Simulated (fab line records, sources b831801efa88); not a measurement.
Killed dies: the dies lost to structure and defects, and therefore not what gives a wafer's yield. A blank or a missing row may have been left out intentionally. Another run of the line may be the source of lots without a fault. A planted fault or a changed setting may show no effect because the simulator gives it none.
The tool behind it: which one? + flow sky130 + 15 lots, 45 wafers sampled, at 3 steps of a route of 708

## WHAT THE GAUGES READ, wafer by wafer
SKY_METAL2_RS_MEAS_05: uses a four-point probe to measure.
| lot  | measured     | on            | METAL2_ALCU_RS (ohm/sq) |
|------|--------------|---------------|-------------------------|
| L259 | day 34 00:59 | film-metro-02 | 0.1272 0.1261 0.1253    |
| L262 | day 35 07:14 | film-metro-04 | 0.1272 0.1279 0.1278    |
| L264 | day 36 00:43 | film-metro-02 | 0.1284 0.1268 0.1267    |
| L267 | day 36 20:52 | film-metro-02 | 8.6110 8.5636 8.6988    |
| L268 | day 37 04:22 | film-metro-04 | 8.7013 8.5465 8.5574    |
| L269 | day 37 16:35 | film-metro-02 | 8.7615 8.7696 8.6595    |
| L271 | day 38 21:45 | film-metro-04 | 0.1272 0.1260 0.1267    |
| L275 | day 39 03:57 | film-metro-02 | 0.1267 0.1252 0.1267    |
| L276 | day 39 09:11 | film-metro-03 | 0.1277 0.1254 0.1254    |
| L277 | day 39 23:40 | film-metro-02 | 0.1246 0.1253 0.1245    |
| L278 | day 40 00:17 | film-metro-04 | 0.1268 0.1265 0.1266    |
| L280 | day 40 12:22 | film-metro-03 | 0.1267 0.1249 0.1255    |
| L279 | day 40 14:28 | film-metro-03 | 0.1275 0.1258 0.1265    |
| L281 | day 40 23:43 | film-metro-04 | 0.1297 0.1273 0.1298    |
| L282 | day 41 07:00 | film-metro-03 | 0.1257 0.1242 0.1250    |

SKY_METAL2_THK_MEAS_06: measures by xrf.
| lot  | measured     | on            | METAL2_ALCU_THK (nm) |
|------|--------------|---------------|----------------------|
| L259 | day 34 01:05 | film-metro-02 | 247.1 251.9 253.2    |
| L262 | day 35 07:20 | film-metro-04 | 252.9 250.9 250.8    |
| L264 | day 36 00:49 | film-metro-02 | 247.0 251.2 248.6    |
| L267 | day 36 20:58 | film-metro-02 | <0.3 <0.3 <0.3       |
| L268 | day 37 04:28 | film-metro-04 | <0.4 <0.4 <0.4       |
| L269 | day 37 16:43 | film-metro-02 | <0.3 <0.3 <0.3       |
| L271 | day 38 21:52 | film-metro-04 | 251.2 254.5 254.0    |
| L275 | day 39 04:04 | film-metro-02 | 250.6 251.9 250.5    |
| L276 | day 39 09:17 | film-metro-03 | 250.3 254.8 255.4    |
| L277 | day 39 23:46 | film-metro-02 | 254.1 251.5 254.1    |
| L278 | day 40 00:25 | film-metro-04 | 253.1 253.8 252.7    |
| L280 | day 40 12:29 | film-metro-03 | 251.2 254.1 255.1    |
| L279 | day 40 14:35 | film-metro-03 | 249.4 251.5 251.0    |
| L281 | day 40 23:49 | film-metro-04 | 248.3 253.3 247.6    |
| L282 | day 41 07:05 | film-metro-03 | 254.4 259.3 255.2    |

## EACH LOT AND THE TOOL THAT RAN IT (in order: tool; ch and the chambers of the sampled wafers; start)
| lot  | SKY_METAL2_SPUTTER_02        |
|------|------------------------------|
| L259 | pvd-sputter-04, day 34 00:51 |
| L262 | pvd-sputter-03, day 35 07:07 |
| L264 | pvd-sputter-04, day 36 00:36 |
| L267 | pvd-sputter-04, day 36 20:43 |
| L268 | pvd-sputter-01, day 37 04:15 |
| L269 | pvd-sputter-04, day 37 16:30 |
| L271 | pvd-sputter-04, day 38 21:40 |
| L275 | pvd-sputter-03, day 39 03:52 |
| L276 | pvd-sputter-03, day 39 09:04 |
| L277 | pvd-sputter-03, day 39 23:32 |
| L278 | pvd-sputter-03, day 40 00:12 |
| L280 | pvd-sputter-03, day 40 12:16 |
| L279 | pvd-sputter-01, day 40 14:22 |
| L281 | pvd-sputter-01, day 40 23:36 |
| L282 | pvd-sputter-04, day 41 06:51 |
- SKY_METAL2_SPUTTER_02: material AlCu, target thk 250 nm, time 13.3 s.

## WHAT THE TOOLS THEMSELVES READ (means of the sampled wafers that have a number; where no wafer has one, the mark that the record gives instead)
SKY_METAL2_SPUTTER_02.
| lot  | tool           | cathode-dc-power-W (W) | chamber-pressure-pa (Pa) | throttle-valve-pct (%) |
|------|----------------|------------------------|--------------------------|------------------------|
| L259 | pvd-sputter-04 | 10599                  | 0.3995                   | 30.5                   |
| L262 | pvd-sputter-03 | 10600                  | 0.4008                   | 29.4                   |
| L264 | pvd-sputter-04 | 10599                  | 0.4007                   | 30.1                   |
| L267 | pvd-sputter-04 | -                      | -                        | -                      |
| L268 | pvd-sputter-01 | -                      | -                        | -                      |
| L269 | pvd-sputter-04 | -                      | -                        | -                      |
| L271 | pvd-sputter-04 | 10600                  | 0.3996                   | 30.5                   |
| L275 | pvd-sputter-03 | 10600                  | 0.4001                   | 31.0                   |
| L276 | pvd-sputter-03 | 10600                  | 0.4002                   | 30.3                   |
| L277 | pvd-sputter-03 | 10600                  | 0.4000                   | 27.9                   |
| L278 | pvd-sputter-03 | 10601                  | 0.4005                   | 29.4                   |
| L280 | pvd-sputter-03 | 10599                  | 0.4005                   | 29.3                   |
| L279 | pvd-sputter-01 | 10601                  | 0.4001                   | 29.7                   |
| L281 | pvd-sputter-01 | 10600                  | 0.4002                   | 29.3                   |
| L282 | pvd-sputter-04 | 10599                  | 0.4002                   | 30.6                   |

## THE ANSWER, worked out from the rows above alone
Rule: what is usual is taken from the lots themselves. Put in order of their means at a reading, lots are off if they are a third of the lots or fewer, leave a main group of 4 or more, and stand apart from it by a gap of 3 or more times the standard deviation of the main group's means; of several such gaps the widest counts. A main group whose means are all the same, to the digits that the tables above print for the reading, isn't used. A lot without any number at a reading at which 4 lots or more have one is off too. Any other lot the step has rows for is counted as sound. First the gauges in route order, then the tools' own readings, where a lot's mean is used as printed above. The first step at which some lot is off is used, and at that step the reading that is off furthest; a lot without a number counts as furthest.
Off: L267, L268, L269, at SKY_METAL2_RS_MEAS_05 (METAL2_ALCU_RS). The main group has a mean of 0.1265 ohm/sq with a standard deviation of 0.0011.
If a tool, at a process step before that reading, ran all the lots that are off and no sound lot after the first of them, it fits. Not tried: the gauges at SKY_METAL2_RS_MEAS_05; whatever is off there is also off at SKY_METAL2_SPUTTER_02, on other tools, and gauge error can't account for it. No candidate that was tried fits.

## WHAT WAS PUT IN BY THE SIMULATOR
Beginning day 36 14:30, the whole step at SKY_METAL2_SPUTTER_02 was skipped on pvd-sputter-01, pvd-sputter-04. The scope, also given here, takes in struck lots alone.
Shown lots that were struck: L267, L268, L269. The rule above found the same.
